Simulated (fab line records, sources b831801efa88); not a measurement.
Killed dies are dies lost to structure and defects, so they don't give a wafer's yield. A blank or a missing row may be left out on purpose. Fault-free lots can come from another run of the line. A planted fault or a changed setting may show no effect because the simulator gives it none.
One fault seen from 2 desks	flow sky130	only its own numbers are on each desk; what lay behind them is given at the end

DESK OF THE TOOL OWNER: plasma-asher-02
The tool's own readings at SKY_RES_XHIGH_STRIP_08 (strips in O2/N2): means of the sampled wafers that have a number, for each lot that ran on this tool. Marked OUT: a lot whose mean sits more than 4 standard deviations from the usual mean, which makes it out of limits; the brackets give that distance.
Columns: A = drypump-motor-current-A at SKY_RES_XHIGH_STRIP_08, usual 5.6 A; B = oes-product-au at SKY_RES_XHIGH_STRIP_08, usual 0.710 a.u.; C = strip-time-to-endpoint-s at SKY_RES_XHIGH_STRIP_08, usual 14.28 s
lot	first seen here	A	B	C
L156	day 27 20:20	5.7	0.709	14.29
L157	day 28 01:57	5.7	0.711	14.28
L161	day 29 19:59	6.1	0.917 (+47) OUT	-
L172	day 32 09:25	5.7	0.710	14.25
L177	day 33 19:08	5.7	0.703	14.18
L178	day 34 13:46	5.4	0.714	14.22
Finding of this desk: L161 out of limits; the first was L161 at day 29 19:59, on oes-product-au at SKY_RES_XHIGH_STRIP_08. In limits: L156, L157, L172, L177, L178.

METROLOGY DESK
What the gauges read for every lot (on any tool): the sampled wafers with a number, averaged. Marked OUT: a lot whose mean sits more than 4 standard deviations from the usual mean, which makes it out of limits; the brackets give that distance.
Columns: A = POLY_GATE_CVD_00_THK at SKY_POLY_GATE_THK_MEAS_01, usual 180.4 nm; B = SPACER_CVD_00_THK at SKY_SPACER_THK_MEAS_01, usual 43.2 nm; C = SD_N_TW at SKY_SD_N_TW_MEAS_12, usual 3922
lot	first seen here	A	B	C
L156	day 15 06:32	182.7	43.0	3949
L157	day 15 09:49	178.8	43.1	3910
L158	day 15 14:04	178.7	43.2	3909
L159	day 16 05:36	181.9	42.9	3924
L161	day 17 01:14	182.6	43.7	30 (-99 or more) OUT
L168	day 19 09:18	178.5	43.5	3918
L171	day 19 22:46	177.0	43.6	3912
L172	day 20 01:28	177.9	43.0	3914
L173	day 20 17:52	179.9	43.0	3938
L174	day 20 22:08	180.5	42.9	3891
L177	day 21 12:14	180.7	42.9	3927
L176	day 21 13:25	179.7	42.8	3888
L178	day 22 10:22	177.5	43.3	3900
Per this desk, out of limits: L161; the first was L161, day 30 23:50 (SD_N_TW at SKY_SD_N_TW_MEAS_12). In limits: L156, L157, L158, L159, L168, L171, L172, L173, L174, L177, L176, L178.

ALL TOGETHER
An alarm could have come from the tool owner's desk at day 29 19:59, on L161.
Metrology desk: alarm possible at day 30 23:50 on L161.
Every lot named ran SKY_RES_XHIGH_STRIP_08 on plasma-asher-02.

WHAT THE SIMULATOR PUT IN
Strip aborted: plasma-asher-02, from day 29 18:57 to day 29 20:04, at SKY_RES_XHIGH_STRIP_08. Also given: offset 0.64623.
Struck lots among those shown: L161.
Delay (hours) between the fault's onset and each desk's first out-of-limits reading: 1 at the tool owner's desk, 29 at the metrology desk.
